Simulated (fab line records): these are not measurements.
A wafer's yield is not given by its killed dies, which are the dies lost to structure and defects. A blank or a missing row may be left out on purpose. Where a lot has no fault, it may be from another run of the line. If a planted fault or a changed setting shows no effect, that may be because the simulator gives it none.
Split-lot study + flow sky130 + route with 708 steps; 5 lots, 27 wafers read

== ON THE SPLIT ==
At SKY_FIELD_ISO_WET_ETCH_18 (etches Si3N4 in H3PO4, target depth 25 nm, time 286 s), the setting time_s was moved away from the recipe's 286 s on 12 of the 27 wafers read, by -26.7% to +45.6%. This setting was run at the recipe's value on the other wafers.

Reading taken at the split's own step.

== THE READING ==
Si3N4_of_FIELD_ISO_CVD_03.thk_nm (the simulator's own value, which no gauge read), in nm, at SKY_FIELD_ISO_WET_ETCH_18 (etches Si3N4 in H3PO4, target depth 25 nm, time 286 s). The file gives no usual value for it. The 15 wafers here that ran the recipe average 123.4 nm, standard deviation 0.93 nm.

| wafer  | tool, chamber at the split | time_s as run, s | against the recipe | Si3N4_of_FIELD_ISO_CVD_03.thk_nm, nm | against lot-mates on the recipe |
|--------|----------------------------|------------------|--------------------|--------------------------------------|---------------------------------|
| L074.2 | wet_bench-04, 3            | 286              | recipe             | 124.8                                | -                               |
| L074.3 | wet_bench-04, 3            | 286              | recipe             | 124.1                                | -                               |
| L074.5 | wet_bench-04, 3            | 286              | recipe             | 124                                  | -                               |
| L076.1 | -, -                       | 286              | recipe             | 123.3                                | -                               |
| L076.2 | -, -                       | 286              | recipe             | 121.8                                | -                               |
| L076.3 | -, -                       | 286              | recipe             | 123.2                                | -                               |
| L076.6 | -, -                       | 286              | recipe             | 123.2                                | -                               |
| L076.4 | -, -                       | 286              | recipe             | 125.2                                | -                               |
| L076.5 | -, -                       | 286              | recipe             | 123.5                                | -                               |
| L081.1 | -, -                       | 286              | recipe             | 123.8                                | -                               |
| L081.2 | -, -                       | 286              | recipe             | 123.1                                | -                               |
| L081.3 | -, -                       | 286              | recipe             | 123.1                                | -                               |
| L081.4 | -, -                       | 286              | recipe             | 121.5                                | -                               |
| L081.5 | -, -                       | 286              | recipe             | 123.5                                | -                               |
| L081.6 | -, -                       | 286              | recipe             | 122.8                                | -                               |
| L082.1 | -, -                       | 209.5            | -26.7%             | 131.4                                | no lot-mate on the recipe       |
| L082.2 | -, -                       | 209.5            | -26.7%             | 132.4                                | no lot-mate on the recipe       |
| L082.3 | -, -                       | 209.5            | -26.7%             | 134.3                                | no lot-mate on the recipe       |
| L082.4 | -, -                       | 209.5            | -26.7%             | 131.5                                | no lot-mate on the recipe       |
| L082.5 | -, -                       | 209.5            | -26.7%             | 131.7                                | no lot-mate on the recipe       |
| L082.6 | -, -                       | 209.5            | -26.7%             | 130.7                                | no lot-mate on the recipe       |
| L085.1 | -, -                       | 416.5            | +45.6%             | 113.2                                | no lot-mate on the recipe       |
| L085.2 | -, -                       | 416.5            | +45.6%             | 113.8                                | no lot-mate on the recipe       |
| L085.3 | -, -                       | 416.5            | +45.6%             | 114.2                                | no lot-mate on the recipe       |
| L085.4 | -, -                       | 416.5            | +45.6%             | 112.7                                | no lot-mate on the recipe       |
| L085.5 | -, -                       | 416.5            | +45.6%             | 115.1                                | no lot-mate on the recipe       |
| L085.6 | -, -                       | 416.5            | +45.6%             | 115.5                                | no lot-mate on the recipe       |

THE FIT
A straight line over all 27 wafers: Si3N4_of_FIELD_ISO_CVD_03.thk_nm changes by -0.24 nm for each +1% of time_s; r = -0.97; the points scatter about the line by 1.4 nm.
Too few moved wafers with a lot-mate on the recipe to fit a line net of each lot's own level.

== FILE'S OWN FIT ==
Si3N4_of_FIELD_ISO_CVD_03.thk_nm changes by -0.24 nm for each +1% of time_s, r = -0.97.
